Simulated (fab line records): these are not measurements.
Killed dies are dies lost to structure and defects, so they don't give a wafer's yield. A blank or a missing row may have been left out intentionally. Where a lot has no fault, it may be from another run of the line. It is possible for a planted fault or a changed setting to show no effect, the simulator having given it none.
fab line records	flow sky130
record lots=12	wafers=36	last_day=50
route steps=708 shown LDD_HVN@274 LDD_HVP@288 POLY_CUT@317 SD_P@324 PAD_OPEN@708
lots with no fault: from the same line, run without faults
start_h: hours from the record's first day to the start of the lot's first wafer shown	wait_h: time in hours since the lot's previous step	" unchanged from the row above	L1.1+2: a single row standing in for several wafers	- no value, or no start was given	* or withheld: withheld	< > ~ a bound
route shown NAME@n: NAME is a module with steps in the file, n the number in the route of the first one	usual: mean and standard deviation over wafers with no fault	same: alike in all rows	chamber/n: place in a boat	sites: per-site readings	_std_site: the standard deviation of these	_edge_site: inner sites' mean taken away from outer sites' mean	radius_mm: how far each site lies from the wafer's centre	mask NAME#n: copy n	behind: the most recent tool/chamber to have shaped the wafer	hold: why the lot went on hold/how many hours it stayed there/how the hold came to an end	device: which transistor (n, p or np) failed to switch	end of line: the route-end tests of the same wafers	where a step has no rows: the recipe by itself	killed: count of dies lost to structure and defects at first sort (not the wafer's yield)	map: per-die view of a wafer (x killed, . not killed, _ where there is no die)
set.NAME: the setting the step ran with; set.NAME@STEP: the setting that earlier step ran with	model.NAME: the simulator's own value behind a step, which no gauge read
steps of the route over a sample of lots; a table a step, a row a wafer
services: when a tool's chamber went out of use (start_h, in hours from the record's first day, below 0 if earlier), for how many hours, and the reason
## steps
# step SKY_LDD_HVN_OVL_MEAS_07
# usual LDD_HVN_OVL=0.6/1.4
lot.wafer	tool	chamber	start_h	wait_h	LDD_HVN_OVL[nm]
L485.1	overlay-02	-	477.72	0.1	-1.3
L485.5	"	-	"	"	1.2
L485.6	"	-	"	"	-0.7
L486.2	overlay-01	-	499.54	0.1	2.1
L486.4	"	-	"	"	2.8
L486.5	"	-	"	"	-0.5
L488.4	overlay-01	-	501.95	0.1	1.0
L488.5	"	-	"	"	0.2
L488.6	"	-	"	"	-0.4
L487.1	overlay-02	-	502.23	0.1	0.0
L487.2	"	-	"	"	-0.5
L487.6	"	-	"	"	0.2
L490.1	overlay-02	-	519.47	0.1	2.9
L490.5	"	-	"	"	-0.4
L490.6	"	-	"	"	-0.3
L495.1	overlay-02	-	563.13	0.1	0.2
L495.5	"	-	"	"	0.9
L495.6	"	-	"	"	1.3
L496.2	overlay-02	-	570.83	0.1	2.5
L496.4	"	-	"	"	0.6
L496.5	"	-	"	"	-0.3
L501.1	overlay-01	-	613.72	0.1	1.2
L501.3	"	-	"	"	1.9
L501.6	"	-	"	"	0.2
L502.3	overlay-01	-	617.03	0.1	0.9
L502.5	"	-	"	"	1.2
L502.6	"	-	"	"	1.9
L503.2	overlay-01	-	627.07	0.1	1.9
L503.5	"	-	"	"	2.5
L503.6	"	-	"	"	2.1
L506.1	overlay-02	-	643.58	0.1	0.4
L506.5	"	-	"	"	0.4
L506.6	"	-	"	"	-0.2
L508.3	overlay-01	-	659.54	0.1	0.8
L508.4	"	-	"	"	1.0
L508.5	"	-	"	"	0.7
# step SKY_LDD_HVP_TW_MEAS_10
# usual LDD_HVP_TW=453/5.7
lot.wafer	tool	chamber	start_h	wait_h	LDD_HVP_TW
L485.1	film_metro-01	-	508.76	0.1	451
L485.5	"	-	"	"	449
L485.6	"	-	"	"	447
L486.2	film_metro-02	-	530.67	0.1	450
L486.4	"	-	"	"	449
L486.5	"	-	"	"	452
L488.4	film_metro-04	-	532.84	0.1	463
L488.5	"	-	"	"	462
L488.6	"	-	"	"	461
L487.1	film_metro-02	-	532.92	0.1	448
L487.2	"	-	"	"	448
L487.6	"	-	"	"	450
L490.1	film_metro-04	-	550.17	0.1	460
L490.5	"	-	"	"	461
L490.6	"	-	"	"	461
L495.1	film_metro-01	-	592.57	0.1	451
L495.5	"	-	"	"	447
L495.6	"	-	"	"	451
L496.2	film_metro-04	-	600.78	0.1	464
L496.4	"	-	"	"	464
L496.5	"	-	"	"	461
L501.1	film_metro-01	-	643.26	0.1	451
L501.3	"	-	"	"	450
L501.6	"	-	"	"	449
L502.3	film_metro-02	-	645.68	0.1	450
L502.5	"	-	"	"	447
L502.6	"	-	"	"	450
L503.2	film_metro-01	-	656.02	0.1	448
L503.5	"	-	"	"	451
L503.6	"	-	"	"	449
L506.1	film_metro-02	-	672.22	0.1	457
L506.5	"	-	"	"	458
L506.6	"	-	"	"	458
L508.3	film_metro-01	-	687.74	0.1	447
L508.4	"	-	"	"	448
L508.5	"	-	"	"	449
# step SKY_POLY_CUT_ETCH_10
# recipe chemistry=N2/H2	target=BARC	ion_energy_ev=200	source_w=500	bias_w=100	pressure_mtorr=30	n2_flow_sccm=100	h2_flow_sccm=200	stop_on=SiO2	time_s=45.9	target_depth_a=600
# usual drypump_motor_current_A=5.9/0.45	oes_product_au=0.855/0.0046	throttle_valve_pct=13.224/0.0098
lot.wafer	tool	chamber	start_h	wait_h	drypump_motor_current_A	oes_product_au	rf_hours_counter_h	throttle_valve_pct
L485.1	rie_diel-04	1	571.98	0.0	6.1	0.861	72	13.246
L485.5	"	1	"	"	6.1	0.852	-	13.236
L485.6	"	0	"	"	5.9	0.844	-	13.221
L486.2	rie_diel-04	3	593.47	0.0	6.0	0.863	6	13.223
L486.4	"	2	"	"	5.3	0.860	-	13.211
L486.5	"	0	"	"	5.9	0.857	-	13.230
L488.4	rie_diel-01	1	596.08	0.0	6.7	0.864	29	13.229
L488.5	"	2	"	"	6.1	0.856	-	13.244
L488.6	"	1	"	"	6.7	0.859	-	13.211
L487.1	rie_diel-04	2	596.32	0.0	5.3	0.860	6	13.237
L487.2	"	3	"	"	6.0	0.849	6	13.219
L487.6	"	0	"	"	5.9	0.850	-	13.225
L490.1	rie_diel-01	0	611.63	0.0	5.8	0.854	7	13.225
L490.5	"	0	"	"	5.8	0.854	-	13.219
L490.6	"	1	"	"	6.7	0.854	-	13.228
L495.1	rie_diel-01	3	653.78	0.0	5.2	0.855	11	13.218
L495.5	"	3	"	"	5.2	0.851	-	13.214
L495.6	"	0	"	"	5.8	0.856	-	13.218
L496.2	rie_diel-02	0	661.48	0.0	5.8	0.854	6	13.210
L496.4	"	2	"	"	6.2	0.856	-	13.219
L496.5	"	1	"	"	6.5	0.854	-	13.216
L501.1	rie_diel-01	1	702.83	0.0	6.7	0.855	32	13.223
L501.3	"	3	"	"	5.2	0.855	12	13.218
L501.6	"	3	"	"	5.2	0.854	-	13.215
L502.3	rie_diel-04	1	703.18	0.0	6.1	0.850	1	13.229
L502.5	"	2	"	"	5.3	0.845	-	13.216
L502.6	"	1	"	"	6.1	0.854	-	13.219
L503.2	rie_diel-04	0	715.13	0.0	5.9	0.864	45	13.228
L503.5	"	1	"	"	6.1	0.857	-	13.221
L503.6	"	2	"	"	5.4	0.854	-	13.231
L506.1	rie_diel-01	3	730.72	0.0	5.2	0.858	13	13.225
L506.5	"	3	"	"	5.2	0.855	-	13.218
L506.6	"	0	"	"	5.8	0.856	-	13.232
L508.3	rie_diel-04	1	745.68	0.0	6.1	0.853	3	13.220
L508.4	"	2	"	"	5.4	0.855	-	13.218
L508.5	"	1	"	"	6.1	0.862	-	13.234
# step SKY_SD_P_EXPOSE_04
# recipe mask_id=PSDM	na=0.6	source_shape=conventional	sigma_outer=0.6	polarization=unpolarized	target_cd_nm=380	dose_mj=138
lot.wafer	tool	chamber	start_h	wait_h	mask
L485.1+5+6	iline_stepper-02	0	587.36	-	PSDM#0
L486.2+4+5	iline_stepper-02	0	608.40	-	PSDM#0
L488.4+5+6	iline_stepper-02	0	610.59	-	PSDM#0
L487.1+2+6	iline_stepper-01	0	610.94	-	PSDM#0
L490.1+5+6	iline_stepper-02	0	626.45	-	PSDM#0
L495.1+5+6	iline_stepper-01	0	668.07	-	PSDM#0
L496.2+4+5	iline_stepper-01	0	675.95	-	LDNTM#0
L501.1+3+6	iline_stepper-02	0	717.21	-	PSDM#0
L502.3+5+6	iline_stepper-02	0	717.36	-	PSDM#0
L503.2+5+6	iline_stepper-01	0	728.85	-	PSDM#0
L506.1+5+6	iline_stepper-01	0	744.89	-	PSDM#0
L508.3+4+5	iline_stepper-01	0	759.74	-	PSDM#0
# step SKY_SD_P_CD_MEAS_07
# recipe target_cd_nm=380
# usual cd_nm=380.0/2.5
lot.wafer	tool	chamber	start_h	wait_h	cd_nm
L485.1	cd_sem-01	-	601.38	0.1	378.7
L485.5	"	-	"	"	381.1
L485.6	"	-	"	"	380.9
L486.2	cd_sem-02	-	623.00	0.1	388.6
L486.4	"	-	"	"	385.5
L486.5	"	-	"	"	383.9
L488.4	cd_sem-01	-	625.14	0.1	377.6
L488.5	"	-	"	"	377.8
L488.6	"	-	"	"	377.1
L487.1	cd_sem-02	-	625.32	0.1	380.5
L487.2	"	-	"	"	378.4
L487.6	"	-	"	"	378.9
L490.1	cd_sem-01	-	639.98	0.1	380.7
L490.5	"	-	"	"	382.0
L490.6	"	-	"	"	377.7
L495.1	cd_sem-01	-	682.59	0.1	380.0
L495.5	"	-	"	"	381.0
L495.6	"	-	"	"	380.4
L496.2	cd_sem-02	-	689.90	0.1	-
L496.4	"	-	"	"	-
L496.5	"	-	"	"	-
L501.1	cd_sem-02	-	730.69	0.2	376.6
L501.3	"	-	"	"	375.8
L501.6	"	-	"	"	376.7
L502.3	cd_sem-02	-	730.97	0.1	382.2
L502.5	"	-	"	"	380.8
L502.6	"	-	"	"	380.7
L503.2	cd_sem-01	-	742.75	0.1	381.9
L503.5	"	-	"	"	379.2
L503.6	"	-	"	"	379.1
L506.1	cd_sem-02	-	758.62	0.1	378.1
L506.5	"	-	"	"	378.8
L506.6	"	-	"	"	379.8
L508.3	cd_sem-01	-	773.26	0.1	379.3
L508.4	"	-	"	"	380.3
L508.5	"	-	"	"	379.1
# step SKY_SD_P_TW_MEAS_11
# usual SD_P_TW=2845/33
lot.wafer	tool	chamber	start_h	wait_h	hold	SD_P_TW
L485.1	film_metro-02	-	601.79	0.1	-	2790
L485.5	"	-	"	"	-	2781
L485.6	"	-	"	"	-	2798
L486.2	film_metro-02	-	623.39	0.1	-	2809
L486.4	"	-	"	"	-	2784
L486.5	"	-	"	"	-	2795
L488.4	film_metro-04	-	625.51	0.1	-	2876
L488.5	"	-	"	"	-	2860
L488.6	"	-	"	"	-	2870
L487.1	film_metro-02	-	625.72	0.1	-	2781
L487.2	"	-	"	"	-	2796
L487.6	"	-	"	"	-	2772
L490.1	film_metro-04	-	640.38	0.1	-	2871
L490.5	"	-	"	"	-	2874
L490.6	"	-	"	"	-	2864
L495.1	film_metro-03	-	682.99	0.1	-	2861
L495.5	"	-	"	"	-	2859
L495.6	"	-	"	"	-	2856
L496.2	film_metro-03	-	690.30	0.1	await_dispo/0.2h/release	30
L496.4	"	-	"	"	await_dispo/0.2h/release	30
L496.5	"	-	"	"	await_dispo/0.2h/release	30
L496.2	film_metro-03	-	690.53	0.2	-	30
L496.4	"	-	"	"	-	30
L496.5	"	-	"	"	-	30
L501.1	film_metro-02	-	731.09	0.1	-	2814
L501.3	"	-	"	"	-	2825
L501.6	"	-	"	"	-	2829
L502.3	film_metro-02	-	731.36	0.1	-	2803
L502.5	"	-	"	"	-	2816
L502.6	"	-	"	"	-	2817
L503.2	film_metro-03	-	743.14	0.1	-	2835
L503.5	"	-	"	"	-	2823
L503.6	"	-	"	"	-	2823
L506.1	film_metro-04	-	759.02	0.1	-	2852
L506.5	"	-	"	"	-	2859
L506.6	"	-	"	"	-	2874
L508.3	film_metro-03	-	773.64	0.1	-	2820
L508.4	"	-	"	"	-	2849
L508.5	"	-	"	"	-	2829
# step SKY_PAD_OPEN_PROBE_99
# usual defect_limited_yield=82.9/1.8	killed_at_M0_to_M3=42/7.2	killed_at_M4_up=3.2/1.8	killed_at_contacts=24/5.4	killed_at_front_end=15/4	killed_at_other=0.3/0.59	killed_dies=84/9	killed_open=46/7.1	killed_short=38/6	sort_bin_3_pad_short=0.8/0.41	sort_bin_5_function=10.1/1.3	sort_bin_6_memory=6.3/1.2	sort_n_pass=408/9	sort_yield_pct=82.9/1.8
# same gross_dies=492	killed_at_back_side=0	sort_bin_4_leakage[%]=0	sort_bin_8_speed[%]=0
lot.wafer	tool	chamber	start_h	wait_h	defect_limited_yield[%]	killed_at_M0_to_M3	killed_at_M4_up	killed_at_contacts	killed_at_front_end	killed_at_other	killed_dies	killed_open	killed_short	sort_bin_3_pad_short[%]	sort_bin_5_function[%]	sort_bin_6_memory[%]	sort_n_pass	sort_yield_pct[%]
L485.1	prober-01	-	1087.45	0.1	82.1	54	2	24	8	0	88	48	40	1.6	10.6	5.7	404	82.1
L485.5	prober-01	-	1087.65	0.2	83.3	45	3	16	16	2	82	34	47	0.4	8.7	7.5	410	83.3
L485.6	prober-01	-	1087.70	0.2	82.5	41	6	25	13	1	86	41	44	0.6	9.8	7.1	406	82.5
L488.4	prober-02	-	1108.59	0.2	80.7	50	6	29	10	0	95	50	45	1.4	11.2	6.7	397	80.7
L488.5	prober-02	-	1108.64	0.2	80.1	47	5	26	20	0	98	50	48	1.0	10.2	8.7	394	80.1
L488.6	prober-02	-	1108.69	0.2	80.1	50	0	34	13	1	98	56	42	0.8	11.0	8.1	394	80.1
L486.2	prober-01	-	1109.35	0.1	82.9	41	4	20	19	0	84	48	35	0.4	10.0	6.7	408	82.9
L486.4	prober-01	-	1109.45	0.2	81.9	37	3	24	24	1	89	46	43	1.2	10.8	6.1	403	81.9
L486.5	prober-01	-	1109.50	0.2	82.1	31	2	37	18	0	88	54	34	1.2	9.6	7.1	404	82.1
L487.1	prober-02	-	1109.94	0.1	82.9	41	0	26	17	0	84	49	35	1.8	8.9	6.3	408	82.9
L487.2	prober-02	-	1109.99	0.1	77.4	47	3	40	21	0	111	60	51	0.8	12.8	8.9	381	77.4
L487.6	prober-02	-	1110.19	0.2	82.3	51	2	23	11	0	87	45	40	0.8	10.6	6.3	405	82.3
L490.1	prober-01	-	1112.23	0.1	82.7	35	1	36	13	0	85	60	25	1.0	9.3	6.9	407	82.7
L490.5	prober-01	-	1112.43	0.2	85.8	24	4	30	11	1	70	35	34	0.8	7.1	6.3	422	85.8
L490.6	prober-01	-	1112.48	0.2	84.1	39	1	25	12	1	78	47	30	1.0	8.3	6.5	414	84.1
L495.1	prober-01	-	1145.93	0.1	82.5	38	2	29	17	0	86	49	35	1.2	10.2	6.1	406	82.5
L495.5	prober-01	-	1146.13	0.2	85.8	41	2	15	12	0	70	44	26	0.2	8.7	5.3	422	85.8
L495.6	prober-01	-	1146.18	0.2	85.2	32	3	19	19	0	73	39	34	0.8	8.3	5.7	419	85.2
L501.1	prober-01	-	1173.80	0.1	83.3	39	3	27	11	2	82	37	44	1.2	10.6	4.9	410	83.3
L501.3	prober-01	-	1173.90	0.2	80.9	48	4	21	21	0	94	55	38	0.6	10.6	7.9	398	80.9
L501.6	prober-01	-	1174.05	0.2	86.8	34	1	17	12	1	65	44	21	0.2	8.7	4.3	427	86.8
L502.3	prober-02	-	1176.18	0.2	82.1	54	3	13	17	1	88	45	43	1.0	10.4	6.5	404	82.1
L502.5	prober-02	-	1176.28	0.2	85.0	25	7	30	12	0	74	38	36	0.6	9.1	5.3	418	85.0
L502.6	prober-02	-	1176.33	0.2	82.1	41	1	31	15	0	88	49	39	1.4	8.1	8.3	404	82.1
L503.2	prober-01	-	1180.45	0.1	79.3	61	1	25	15	0	102	69	33	0.6	11.6	8.5	390	79.3
L503.5	prober-01	-	1180.60	0.2	83.1	31	8	26	18	0	83	56	27	0.4	9.6	6.9	409	83.1
L503.6	prober-01	-	1180.65	0.2	79.9	48	1	36	14	0	99	56	43	1.0	11.6	7.5	393	79.9
L506.1	prober-02	-	1188.84	0.1	84.3	42	3	23	9	0	77	44	33	0	11.0	4.7	415	84.3
L506.5	prober-02	-	1189.04	0.2	85.2	35	4	19	15	0	73	46	27	0.6	7.9	6.3	419	85.2
L506.6	prober-02	-	1189.09	0.2	80.7	43	4	33	15	0	95	52	43	0.8	12.0	6.5	397	80.7
L508.3	prober-02	-	1200.06	0.2	85.2	38	3	19	13	0	73	32	39	0.6	7.5	6.7	419	85.2
L508.4	prober-02	-	1200.11	0.2	85.4	34	2	24	12	0	72	42	30	0.4	10.0	4.3	420	85.4
L508.5	prober-02	-	1200.16	0.2	81.7	46	4	30	10	0	90	44	46	1.4	10.6	6.3	402	81.7
# killed by level:class
L485.1 VIA1:geometric_particle:open=12 CONTACT:geometric_particle:open=9 VIA3:geometric_particle:open=9 METAL2:geometric_particle:short=9 VIA2:geometric_particle:open=6 CONTACT:geometric_particle:short=5 METAL3:geometric_particle:short=5 LI_CONTACT:geometric_particle:open=4
L485.5 POLY_GATE:geometric_particle:short=8 VIA2:geometric_particle:short=8 VIA1:geometric_particle:open=8 METAL1:geometric_particle:short=7 VIA2:geometric_particle:open=7 LOCAL_INTERCONNECT:geometric_particle:short=6 METAL2:geometric_particle:short=5 CONTACT:geometric_particle:open=4
L485.6 VIA1:geometric_particle:open=10 VIA2:geometric_particle:open=8 LI_CONTACT:geometric_particle:open=7 METAL2:geometric_particle:short=7 LOCAL_INTERCONNECT:geometric_particle:short=6 CONTACT:geometric_particle:open=6 POLY_GATE:geometric_particle:short=5 CONTACT:geometric_particle:short=5
L488.4 CONTACT:geometric_particle:open=16 METAL1:geometric_particle:short=10 VIA1:geometric_particle:open=9 VIA3:geometric_particle:open=8 METAL2:geometric_particle:short=7 LI_CONTACT:geometric_particle:short=5 VIA3:geometric_particle:short=5 METAL4:geometric_particle:short=4
L488.5 VIA1:geometric_particle:open=13 CONTACT:geometric_particle:open=10 FIELD_ISO:geometric_particle:short=7 VIA3:geometric_particle:open=7 METAL2:geometric_particle:short=6 METAL3:geometric_particle:short=6 LOCAL_INTERCONNECT:geometric_particle:short=5 POLY_GATE:geometric_particle:open=5
L488.6 VIA1:geometric_particle:open=14 CONTACT:geometric_particle:open=9 METAL2:geometric_particle:short=9 VIA2:geometric_particle:open=8 LI_CONTACT:geometric_particle:open=7 FIELD_ISO:geometric_particle:open=6 LOCAL_INTERCONNECT:geometric_particle:short=6 LI_CONTACT:geometric_particle:short=5
L486.2 VIA1:geometric_particle:open=10 CONTACT:geometric_particle:open=8 METAL1:geometric_particle:short=7 LI_CONTACT:geometric_particle:open=6 VIA1:geometric_particle:short=5 FIELD_ISO:geometric_particle:open=4 POLY_GATE:geometric_particle:open=4 VIA3:geometric_particle:open=4
L486.4 VIA1:geometric_particle:open=11 METAL2:geometric_particle:short=9 CONTACT:geometric_particle:short=8 CONTACT:geometric_particle:open=8 METAL1:geometric_particle:short=6 POLY_GATE:geometric_particle:open=5 SPACER:geometric_particle:open=5 FIELD_ISO:geometric_particle:open=4
L486.5 CONTACT:geometric_particle:open=14 VIA1:geometric_particle:open=9 LI_CONTACT:geometric_particle:open=8 LOCAL_INTERCONNECT:geometric_particle:short=7 METAL1:geometric_particle:short=6 SPACER:geometric_particle:open=5 POLY_GATE:geometric_particle:open=4 VIA1:geometric_particle:short=4
L487.1 VIA3:geometric_particle:open=9 VIA1:geometric_particle:open=9 CONTACT:geometric_particle:open=8 METAL2:geometric_particle:short=6 VIA2:geometric_particle:open=6 FIELD_ISO:geometric_particle:short=5 LI_CONTACT:geometric_particle:open=5 LOCAL_INTERCONNECT:geometric_particle:short=5
L487.2 CONTACT:geometric_particle:open=15 VIA2:geometric_particle:open=9 LI_CONTACT:geometric_particle:open=8 VIA1:geometric_particle:short=7 POLY_GATE:geometric_particle:short=6 LOCAL_INTERCONNECT:geometric_particle:short=6 VIA1:geometric_particle:open=6 VIA3:geometric_particle:open=6
L487.6 VIA1:geometric_particle:open=16 LI_CONTACT:geometric_particle:open=7 LOCAL_INTERCONNECT:geometric_particle:short=6 METAL2:geometric_particle:short=6 CONTACT:geometric_particle:open=5 VIA3:geometric_particle:open=5 VIA1:geometric_particle:short=5 VIA3:geometric_particle:short=4
L490.1 CONTACT:geometric_particle:open=13 LI_CONTACT:geometric_particle:open=10 VIA1:geometric_particle:open=10 VIA2:geometric_particle:open=9 LOCAL_INTERCONNECT:geometric_particle:short=6 FIELD_ISO:geometric_particle:open=5 VIA3:geometric_particle:open=5 POLY_GATE:geometric_particle:open=4
L490.5 CONTACT:geometric_particle:short=9 LI_CONTACT:geometric_particle:open=8 CONTACT:geometric_particle:open=5 VIA1:geometric_particle:open=5 VIA2:geometric_particle:open=4 METAL4:geometric_particle:short=4 FIELD_ISO:geometric_particle:short=3 LI_CONTACT:geometric_particle:short=3
L490.6 VIA1:geometric_particle:open=10 VIA2:geometric_particle:open=9 LI_CONTACT:geometric_particle:open=8 CONTACT:geometric_particle:open=7 CONTACT:geometric_particle:short=5 VIA3:geometric_particle:open=5 LOCAL_INTERCONNECT:geometric_particle:short=4 METAL1:geometric_particle:short=4
L495.1 CONTACT:geometric_particle:open=14 VIA1:geometric_particle:open=8 VIA2:geometric_particle:open=6 LI_CONTACT:geometric_particle:open=5 LI_CONTACT:geometric_particle:short=5 METAL2:geometric_particle:short=5 VIA2:geometric_particle:short=5 VIA3:geometric_particle:open=5
L495.5 VIA1:geometric_particle:open=16 CONTACT:geometric_particle:open=5 VIA2:geometric_particle:open=5 VIA3:geometric_particle:open=4 METAL2:geometric_particle:short=4 VIA2:geometric_particle:short=4 FIELD_ISO:geometric_particle:short=3 POLY_GATE:geometric_particle:short=3
L495.6 CONTACT:geometric_particle:open=10 VIA1:geometric_particle:open=9 FIELD_ISO:geometric_particle:short=6 VIA3:geometric_particle:open=6 METAL1:geometric_particle:short=5 POLY_GATE:geometric_particle:open=4 LI_CONTACT:geometric_particle:open=4 FIELD_ISO:geometric_particle:open=3
L501.1 VIA1:geometric_particle:open=8 LI_CONTACT:geometric_particle:open=7 METAL2:geometric_particle:short=7 CONTACT:geometric_particle:open=6 CONTACT:geometric_particle:short=5 LOCAL_INTERCONNECT:geometric_particle:short=5 METAL1:geometric_particle:short=4 VIA1:geometric_particle:short=4
L501.3 VIA1:geometric_particle:open=13 CONTACT:geometric_particle:open=8 VIA3:geometric_particle:open=7 FIELD_ISO:geometric_particle:open=6 POLY_GATE:geometric_particle:short=6 LI_CONTACT:geometric_particle:open=6 VIA1:geometric_particle:short=6 METAL1:geometric_particle:short=5
L501.6 CONTACT:geometric_particle:open=7 LI_CONTACT:geometric_particle:open=6 VIA3:geometric_particle:open=6 VIA2:geometric_particle:open=5 VIA1:geometric_particle:open=5 METAL2:geometric_particle:short=5 FIELD_ISO:geometric_particle:open=4 VIA2:geometric_particle:short=4
L502.3 VIA1:geometric_particle:open=11 VIA2:geometric_particle:open=9 POLY_GATE:geometric_particle:short=8 VIA3:geometric_particle:open=8 METAL1:geometric_particle:short=7 LI_CONTACT:geometric_particle:open=6 METAL2:geometric_particle:short=6 METAL3:geometric_particle:short=6
L502.5 CONTACT:geometric_particle:open=13 LI_CONTACT:geometric_particle:open=8 METAL4:geometric_particle:short=5 VIA1:geometric_particle:short=5 VIA1:geometric_particle:open=5 METAL3:geometric_particle:short=5 POLY_GATE:geometric_particle:short=4 LOCAL_INTERCONNECT:geometric_particle:short=4
L502.6 LI_CONTACT:geometric_particle:open=11 CONTACT:geometric_particle:short=8 METAL2:geometric_particle:short=7 VIA1:geometric_particle:open=6 VIA3:geometric_particle:open=6 LOCAL_INTERCONNECT:geometric_particle:short=5 CONTACT:geometric_particle:open=5 VIA2:geometric_particle:open=5
L503.2 VIA1:geometric_particle:open=18 LI_CONTACT:geometric_particle:open=12 VIA3:geometric_particle:open=9 CONTACT:geometric_particle:open=8 VIA2:geometric_particle:open=7 METAL1:geometric_particle:short=7 VIA1:geometric_particle:short=6 METAL2:geometric_particle:short=6
L503.5 LI_CONTACT:geometric_particle:open=8 VIA1:geometric_particle:open=8 CONTACT:geometric_particle:open=7 VIA3:geometric_particle:open=7 METAL4:geometric_particle:short=6 VIA2:geometric_particle:open=6 POLY_GATE:geometric_particle:open=5 FIELD_ISO:geometric_particle:open=4
L503.6 CONTACT:geometric_particle:open=17 VIA1:geometric_particle:open=13 METAL2:geometric_particle:short=8 LI_CONTACT:geometric_particle:open=7 CONTACT:geometric_particle:short=6 VIA3:geometric_particle:open=6 METAL3:geometric_particle:short=5 FIELD_ISO:geometric_particle:open=4
L506.1 VIA2:geometric_particle:open=9 VIA1:geometric_particle:open=9 CONTACT:geometric_particle:open=7 METAL1:geometric_particle:short=7 LI_CONTACT:geometric_particle:open=6 FIELD_ISO:geometric_particle:open=4 LOCAL_INTERCONNECT:geometric_particle:short=4 METAL2:geometric_particle:short=4
L506.5 CONTACT:geometric_particle:open=8 VIA1:geometric_particle:open=8 LI_CONTACT:geometric_particle:open=7 VIA2:geometric_particle:open=7 VIA3:geometric_particle:open=7 FIELD_ISO:geometric_particle:short=5 POLY_GATE:geometric_particle:short=4 METAL1:geometric_particle:short=4
L506.6 CONTACT:geometric_particle:open=11 CONTACT:geometric_particle:short=10 VIA3:geometric_particle:open=8 LI_CONTACT:geometric_particle:open=7 METAL1:geometric_particle:short=7 VIA1:geometric_particle:open=7 VIA2:geometric_particle:open=7 METAL2:geometric_particle:short=6
L508.3 VIA2:geometric_particle:open=9 POLY_GATE:geometric_particle:short=7 METAL1:geometric_particle:short=6 VIA1:geometric_particle:short=6 CONTACT:geometric_particle:open=5 VIA1:geometric_particle:open=5 METAL2:geometric_particle:short=5 LI_CONTACT:geometric_particle:open=4
L508.4 CONTACT:geometric_particle:open=9 LI_CONTACT:geometric_particle:open=7 VIA1:geometric_particle:open=7 METAL2:geometric_particle:short=6 FIELD_ISO:geometric_particle:open=4 VIA2:geometric_particle:open=4 VIA3:geometric_particle:open=4 POLY_GATE:geometric_particle:open=3
L508.5 VIA2:geometric_particle:open=9 VIA3:geometric_particle:open=7 LOCAL_INTERCONNECT:geometric_particle:short=7 CONTACT:geometric_particle:short=7 CONTACT:geometric_particle:open=7 VIA1:geometric_particle:open=6 LI_CONTACT:geometric_particle:open=5 METAL1:geometric_particle:short=5
## services
tool	chamber	start_h	hours	kind
rie_diel-01	2	560.15	4.3	repair
iline_stepper-01	-	568.72	2.1	pm
iline_stepper-01	0	570.51	-	calibration
iline_stepper-01	-	570.81	-	consumable_replace:lamp
rie_diel-04	1	586.04	-	clean
rie_diel-04	1	586.04	21.2	scheduled_down
rie_diel-04	1	586.04	21.2	vent_cycle
iline_stepper-01	-	596.31	8.9	pm
rie_diel-04	-	606.08	14.6	pm
rie_diel-02	-	607.87	1.0	repair
rie_diel-02	3	619.91	10.2	repair
iline_stepper-02	-	624.31	1.7	pm
iline_stepper-02	-	629.79	1.5	repair
rie_diel-02	3	638.04	9.2	repair
rie_diel-04	1	650.34	5.6	repair
rie_diel-02	3	659.28	6.3	repair
iline_stepper-01	-	662.04	1.7	pm
iline_stepper-02	0	663.52	-	calibration
rie_diel-04	-	669.53	1.6	repair
rie_diel-04	2	689.74	10.1	repair
iline_stepper-02	-	714.51	2.4	repair
rie_diel-04	0	732.57	-	clean
rie_diel-04	0	732.57	24.5	scheduled_down
rie_diel-04	3	734.18	3.0	repair
## key
first_sign step=SKY_SD_P_EXPOSE_04	reading=mask	direction=changed
effect step=SKY_SD_P_CD_MEAS_07	reading=cd_nm	direction=missing
effect step=SKY_SD_P_TW_MEAS_11	reading=visit	direction=added
effect step=SKY_SD_P_TW_MEAS_11	reading=SD_P_TW	direction=down	sigmas=86	usual=2845	struck=30
met_at SKY_SD_P_EXPOSE_04
struck_lots L496
scrapped_behind SKY_SD_P_TW_MEAS_11 L496.2,L496.4,L496.5
not_acting_at SKY_LDD_HVN_OVL_MEAS_07,SKY_LDD_HVP_TW_MEAS_10,SKY_POLY_CUT_ETCH_10
onset_between 668.07 675.95
fault kind=wrong_mask	tool=any	chamber=-	onset_h=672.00	steps=SKY_SD_P_EXPOSE_04	aux_copy=LDNTM#0	scope=struck_lots_only
